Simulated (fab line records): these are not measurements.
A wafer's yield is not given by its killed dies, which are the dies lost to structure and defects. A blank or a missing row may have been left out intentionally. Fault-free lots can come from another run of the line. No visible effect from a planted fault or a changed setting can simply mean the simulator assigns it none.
Which tool did it? || flow gf180mcu || 12 lots, 35 wafers sampled, at 5 steps of a route of 602

WHAT THE GAUGES SHOWED, per wafer
GF_MVSD_OVL_MEAS_07.
{"lot": "L476", "measured": "day 4 10:07", "on": "overlay-02", "MVSD_OVL (nm)": "3.9 3.3 7.3"}
{"lot": "L477", "measured": "day 4 16:52", "on": "overlay-02", "MVSD_OVL (nm)": "2.5 2.2 2.0"}
{"lot": "L478", "measured": "day 4 21:46", "on": "overlay-01", "MVSD_OVL (nm)": "1.9 3.4 2.4"}
{"lot": "L479", "measured": "day 5 05:40", "on": "overlay-01", "MVSD_OVL (nm)": "0.9 3.5 3.6"}
{"lot": "L481", "measured": "day 5 15:43", "on": "overlay-01", "MVSD_OVL (nm)": "1.4 2.0 0.3"}
{"lot": "L482", "measured": "day 5 23:43", "on": "overlay-02", "MVSD_OVL (nm)": "2.3 4.4 1.6"}
{"lot": "L483", "measured": "day 6 05:37", "on": "overlay-02", "MVSD_OVL (nm)": "3.9 5.4 3.5"}
{"lot": "L484", "measured": "day 6 08:41", "on": "overlay-02", "MVSD_OVL (nm)": "0.4 3.1 3.4"}
{"lot": "L490", "measured": "day 7 20:53", "on": "overlay-01", "MVSD_OVL (nm)": "-1.8 -1.5"}
{"lot": "L495", "measured": "day 9 01:39", "on": "overlay-01", "MVSD_OVL (nm)": "2.8 1.9 2.2"}
{"lot": "L496", "measured": "day 9 09:10", "on": "overlay-01", "MVSD_OVL (nm)": "-0.6 0.7 1.5"}
{"lot": "L497", "measured": "day 9 11:37", "on": "overlay-01", "MVSD_OVL (nm)": "1.1 3.2 0.1"}

GF_PSD_RS_MEAS_14: the measuring method here is four-point-probe.
{"lot": "L476", "measured": "day 14 08:53", "on": "film-metro-04", "NSD_RS (ohm/sq)": "46.21 46.14 46.11"}
{"lot": "L477", "measured": "day 14 19:29", "on": "film-metro-03", "NSD_RS (ohm/sq)": "46.01 46.23 46.08"}
{"lot": "L478", "measured": "day 15 01:22", "on": "film-metro-03", "NSD_RS (ohm/sq)": "46.02 46.06 46.07"}
{"lot": "L479", "measured": "day 15 11:31", "on": "film-metro-03", "NSD_RS (ohm/sq)": "46.03 46.16 46.13"}
{"lot": "L481", "measured": "day 16 00:29", "on": "film-metro-01", "NSD_RS (ohm/sq)": "46.14 46.14 46.14"}
{"lot": "L482", "measured": "day 16 13:52", "on": "film-metro-04", "NSD_RS (ohm/sq)": "46.10 46.25 46.19"}
{"lot": "L483", "measured": "day 16 18:55", "on": "film-metro-01", "NSD_RS (ohm/sq)": "46.23 46.19 46.24"}
{"lot": "L484", "measured": "day 16 22:06", "on": "film-metro-01", "NSD_RS (ohm/sq)": "46.10 46.12 46.16"}
{"lot": "L490", "measured": "day 19 05:02", "on": "film-metro-03", "NSD_RS (ohm/sq)": "47.65 46.09 47.65 46.08"}
{"lot": "L495", "measured": "day 21 00:51", "on": "film-metro-04", "NSD_RS (ohm/sq)": "46.22 46.15 46.18"}
{"lot": "L496", "measured": "day 21 09:09", "on": "film-metro-01", "NSD_RS (ohm/sq)": "46.11 45.98 46.00"}
{"lot": "L497", "measured": "day 21 11:00", "on": "film-metro-03", "NSD_RS (ohm/sq)": "46.00 46.17 46.17"}

GF_CONTACT_CD_MEAS_14: the cd target is 220 nm.
{"lot": "L476", "measured": "day 16 03:42", "on": "cd-sem-01", "cd-nm (nm)": "219.4 219.8 220.7"}
{"lot": "L477", "measured": "day 16 17:05", "on": "cd-sem-02", "cd-nm (nm)": "218.9 219.0 218.3"}
{"lot": "L478", "measured": "day 16 22:56", "on": "cd-sem-02", "cd-nm (nm)": "219.2 221.2 220.7"}
{"lot": "L479", "measured": "day 17 10:07", "on": "cd-sem-01", "cd-nm (nm)": "219.2 218.4 218.9"}
{"lot": "L481", "measured": "day 17 22:45", "on": "cd-sem-01", "cd-nm (nm)": "221.6 222.5 221.7"}
{"lot": "L482", "measured": "day 18 13:53", "on": "cd-sem-02", "cd-nm (nm)": "220.5 222.1 219.9"}
{"lot": "L483", "measured": "day 18 19:21", "on": "cd-sem-01", "cd-nm (nm)": "221.7 222.5 222.3"}
{"lot": "L484", "measured": "day 18 23:00", "on": "cd-sem-01", "cd-nm (nm)": "219.6 219.7 219.9"}
{"lot": "L490", "measured": "day 21 05:58", "on": "cd-sem-02", "cd-nm (nm)": "218.6 218.3"}
{"lot": "L495", "measured": "day 23 01:48", "on": "cd-sem-02", "cd-nm (nm)": "218.3 218.9 218.2"}
{"lot": "L496", "measured": "day 23 09:37", "on": "cd-sem-02", "cd-nm (nm)": "219.4 219.8 219.0"}
{"lot": "L497", "measured": "day 23 11:46", "on": "cd-sem-01", "cd-nm (nm)": "219.9 220.3 221.4"}

WHAT TOOL EACH LOT RAN ON (gives the tool, then ch and the chambers of the sampled wafers, and finally the start)
{"lot": "L476", "GF_NSD_IMPLANT_10": "implanter-03 ch 0, day 13 11:31", "GF_NSD_STRIP_11": "plasma-asher-02 ch 0,1, day 13 11:40"}
{"lot": "L477", "GF_NSD_IMPLANT_10": "implanter-04 ch 0, day 13 22:34", "GF_NSD_STRIP_11": "plasma-asher-04 ch 0,1, day 13 22:43"}
{"lot": "L478", "GF_NSD_IMPLANT_10": "implanter-04 ch 0, day 14 03:24", "GF_NSD_STRIP_11": "plasma-asher-03 ch 1, day 14 03:31"}
{"lot": "L479", "GF_NSD_IMPLANT_10": "implanter-04 ch 0, day 14 13:31", "GF_NSD_STRIP_11": "plasma-asher-03 ch 0,1, day 14 13:40"}
{"lot": "L481", "GF_NSD_IMPLANT_10": "implanter-03 ch 0, day 15 01:58", "GF_NSD_STRIP_11": "plasma-asher-03 ch 0,1, day 15 02:07"}
{"lot": "L482", "GF_NSD_IMPLANT_10": "implanter-01 ch 0, day 15 15:08", "GF_NSD_STRIP_11": "plasma-asher-03 ch 0,1, day 15 15:16"}
{"lot": "L483", "GF_NSD_IMPLANT_10": "implanter-04 ch 0, day 15 19:29", "GF_NSD_STRIP_11": "plasma-asher-02 ch 0, day 15 19:38"}
{"lot": "L484", "GF_NSD_IMPLANT_10": "implanter-01 ch 0, day 15 23:21", "GF_NSD_STRIP_11": "plasma-asher-03 ch 0,1, day 15 23:28"}
{"lot": "L490", "GF_NSD_IMPLANT_10": "implanter-03 ch 0, day 18 04:23", "GF_NSD_STRIP_11": "plasma-asher-03 ch 1, day 18 04:31"}
{"lot": "L495", "GF_NSD_IMPLANT_10": "implanter-04 ch 0, day 20 00:22", "GF_NSD_STRIP_11": "plasma-asher-04 ch 0,1, day 20 00:31"}
{"lot": "L496", "GF_NSD_IMPLANT_10": "implanter-04 ch 0, day 20 08:29", "GF_NSD_STRIP_11": "plasma-asher-04 ch 0,1, day 20 08:38"}
{"lot": "L497", "GF_NSD_IMPLANT_10": "implanter-04 ch 0, day 20 10:22", "GF_NSD_STRIP_11": "plasma-asher-02 ch 0,1, day 20 10:31"}
- GF_NSD_IMPLANT_10
- GF_NSD_STRIP_11: strips in O2/N2.

WHAT THE TOOLS THEMSELVES READ (means of the sampled wafers that have a number; where no wafer has one, the mark that the record gives instead)
GF_NSD_IMPLANT_10.
{"lot": "L476", "tool": "implanter-03", "faraday-current-uA": 2773}
{"lot": "L477", "tool": "implanter-04", "faraday-current-uA": 2787}
{"lot": "L478", "tool": "implanter-04", "faraday-current-uA": 2742}
{"lot": "L479", "tool": "implanter-04", "faraday-current-uA": 2810}
{"lot": "L481", "tool": "implanter-03", "faraday-current-uA": 2772}
{"lot": "L482", "tool": "implanter-01", "faraday-current-uA": 2780}
{"lot": "L483", "tool": "implanter-04", "faraday-current-uA": 2770}
{"lot": "L484", "tool": "implanter-01", "faraday-current-uA": 2743}
{"lot": "L490", "tool": "implanter-03", "faraday-current-uA": 2841}
{"lot": "L495", "tool": "implanter-04", "faraday-current-uA": 2754}
{"lot": "L496", "tool": "implanter-04", "faraday-current-uA": 2721}
{"lot": "L497", "tool": "implanter-04", "faraday-current-uA": 2765}

GF_NSD_STRIP_11.
{"lot": "L476", "tool": "plasma-asher-02", "drypump-motor-current-A (A)": 6.2, "heater-power-w (W)": 323, "oes-product-au (a.u.)": 0.486, "strip-time-to-endpoint-s (s)": 23.04}
{"lot": "L477", "tool": "plasma-asher-04", "drypump-motor-current-A (A)": 5.8, "heater-power-w (W)": 324, "oes-product-au (a.u.)": 0.484, "strip-time-to-endpoint-s (s)": 22.95}
{"lot": "L478", "tool": "plasma-asher-03", "drypump-motor-current-A (A)": 5.9, "heater-power-w (W)": 294, "oes-product-au (a.u.)": 0.483, "strip-time-to-endpoint-s (s)": 22.97}
{"lot": "L479", "tool": "plasma-asher-03", "drypump-motor-current-A (A)": 5.9, "heater-power-w (W)": 287, "oes-product-au (a.u.)": 0.488, "strip-time-to-endpoint-s (s)": 22.97}
{"lot": "L481", "tool": "plasma-asher-03", "drypump-motor-current-A (A)": 5.8, "heater-power-w (W)": 291, "oes-product-au (a.u.)": 0.483, "strip-time-to-endpoint-s (s)": 22.94}
{"lot": "L482", "tool": "plasma-asher-03", "drypump-motor-current-A (A)": 5.9, "heater-power-w (W)": 286, "oes-product-au (a.u.)": 0.487, "strip-time-to-endpoint-s (s)": 23.00}
{"lot": "L483", "tool": "plasma-asher-02", "drypump-motor-current-A (A)": 6.4, "heater-power-w (W)": 332, "oes-product-au (a.u.)": 0.489, "strip-time-to-endpoint-s (s)": 22.91}
{"lot": "L484", "tool": "plasma-asher-03", "drypump-motor-current-A (A)": 5.8, "heater-power-w (W)": 290, "oes-product-au (a.u.)": 0.492, "strip-time-to-endpoint-s (s)": 23.00}
{"lot": "L490", "tool": "plasma-asher-03", "drypump-motor-current-A (A)": 5.9, "heater-power-w (W)": 294, "oes-product-au (a.u.)": 0.485, "strip-time-to-endpoint-s (s)": 22.87}
{"lot": "L495", "tool": "plasma-asher-04", "drypump-motor-current-A (A)": 5.7, "heater-power-w (W)": 302, "oes-product-au (a.u.)": 0.488, "strip-time-to-endpoint-s (s)": 22.94}
{"lot": "L496", "tool": "plasma-asher-04", "drypump-motor-current-A (A)": 5.8, "heater-power-w (W)": 324, "oes-product-au (a.u.)": 0.492, "strip-time-to-endpoint-s (s)": 23.00}
{"lot": "L497", "tool": "plasma-asher-02", "drypump-motor-current-A (A)": 6.2, "heater-power-w (W)": 323, "oes-product-au (a.u.)": 0.487, "strip-time-to-endpoint-s (s)": 22.96}

THE ANSWER, worked out from the rows above alone
Rule: the usual values come from the lots themselves. Put in order of their means at a reading, lots are off if they are a third of the lots or fewer, leave a main group of 4 or more, and stand apart from it by a gap of 3 or more times the standard deviation of the main group's means; of several such gaps the widest counts. If all means in a main group match to the digits the tables above print for the reading, that group is not used. Also off: a lot with no number at a reading for which 4 or more lots have one. All remaining lots with rows at the step are treated as sound. First the gauges in route order, then the tools' own readings, where a lot's mean is used as printed above. At the first step where some lot is off, the reading lying furthest off is the one used; lots without a number count as furthest.
Off: at GF_PSD_RS_MEAS_14 (NSD_RS), L490. Main group: mean 46.13 ohm/sq, sd 0.054.
If a tool, at a process step before that reading, ran all the lots that are off and no sound lot after the first of them, it fits. Gauges at GF_PSD_RS_MEAS_14: tried the same way as those tools. Undecided on this evidence; 2 tools fit (implanter-03 at GF_NSD_IMPLANT_10, plasma-asher-03 at GF_NSD_STRIP_11).

WHAT WAS PUT IN BY THE SIMULATOR
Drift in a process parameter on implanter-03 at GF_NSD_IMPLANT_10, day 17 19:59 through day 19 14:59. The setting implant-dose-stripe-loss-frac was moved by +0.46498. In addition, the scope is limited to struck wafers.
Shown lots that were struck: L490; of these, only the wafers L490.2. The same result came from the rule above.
